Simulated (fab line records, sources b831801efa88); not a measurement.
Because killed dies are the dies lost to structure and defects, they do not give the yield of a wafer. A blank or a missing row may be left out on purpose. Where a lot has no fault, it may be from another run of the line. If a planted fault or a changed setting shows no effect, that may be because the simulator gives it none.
Problem report in the 8D (eight disciplines) form, filled by code || flow sfq-line || the parts of the form that need people (team, actions taken, sign-off) are left out

== 1. PROBLEM STATEMENT ==
rf-fwd-power-W at SFQ_TRILAYER_I1_VIA_ETCH_VIA_ETCH_052 reads a mean of 417.9 W on 6 wafers of 2 lots; wafers without a fault read 498.2 W with a standard deviation of 1.7. That is -47 standard deviations from the usual mean.
The step: etches SiO2 in CHF3, stops on Nb, target depth 260 nm.
Earliest sighting: wafer L645.1 on rie-diel-02 at day 22 22:11. Wafers with a number at this step in the record: 42, from 14 lots. Rule for "out", or "out of limits": more than 4 standard deviations from the usual mean. Any other wafer with a number is counted as sound.

== 2. WHAT IT IS; WHAT IT IS NOT ==
{"question": "which readings at this step", "is": "rf-fwd-power-W", "is not": "drypump-motor-current-A"}
{"question": "which lots", "is": "L645, L648", "is not": "L631, L632, L633, L635, L636, L637, L638, L639, L640, L643, L652, L654"}
{"question": "which wafers of those lots", "is": "all that have a number", "is not": "-"}
{"question": "read on which tools", "is": "rie-diel-02", "is not": "rie-diel-01, rie-diel-03"}
{"question": "when", "is": "from day 22 22:11", "is not": "up to then (30 sound wafers); but 6 sound wafers of L652, L654 came after"}

== 3. THE SUSPECTS, EACH WITH WHAT RULES IT OUT ==
Counting: a tool stays on the suspect list if, at a process step up to the reading, it processed all lots that are out and no sound lot following the first of them.
- rie-diel-02 at SFQ_TRILAYER_I1_VIA_ETCH_VIA_ETCH_052 (etches SiO2 in CHF3, stops on Nb, target depth 260 nm): kept. It ran every lot that is out, first L645 (day 22 22:11), and no sound lot after that; its last sound lot up to then is L639 (day 20 05:00). Out on those wafers are its own readings of rf-fwd-power-W.
After counting, what remains is rie-diel-02 at SFQ_TRILAYER_I1_VIA_ETCH_VIA_ETCH_052.

== 4. THE CAUSE (what the simulator had put in) ==
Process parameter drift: rie-diel-02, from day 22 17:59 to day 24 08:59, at SFQ_TRILAYER_I1_VIA_ETCH_VIA_ETCH_052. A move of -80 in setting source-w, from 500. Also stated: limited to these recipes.
Only this tool survived the counting.

== 5. THE CHAIN OF EFFECTS, in route order ==
Each row: a reading where the mean over the struck wafers with a number is more than 3 standard deviations away from the usual. Only readings whose record carries a usual standard deviation are examined. hours: median over the lots of the time between each lot's start at the first step of this table that gives one and its start at this step. sigmas: the change, counted in usual standard deviations.
{"hours": 0, "step": "SFQ_TRILAYER_I1_VIA_ETCH_VIA_ETCH_052", "reading": "rf-fwd-power-W", "usual": "498.2 W", "on struck wafers": 417.9, "change": -80.2, "sigmas": -47}
Here are the process steps it includes:
- SFQ_TRILAYER_I1_VIA_ETCH_VIA_ETCH_052: etches SiO2 in CHF3, stops on Nb, target depth 260 nm.

== 6. WHAT WOULD HAVE CAUGHT IT SOONER ==
First out-of-limits reading in this record: day 22 22:11, which is 4 hours after fault onset at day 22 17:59.
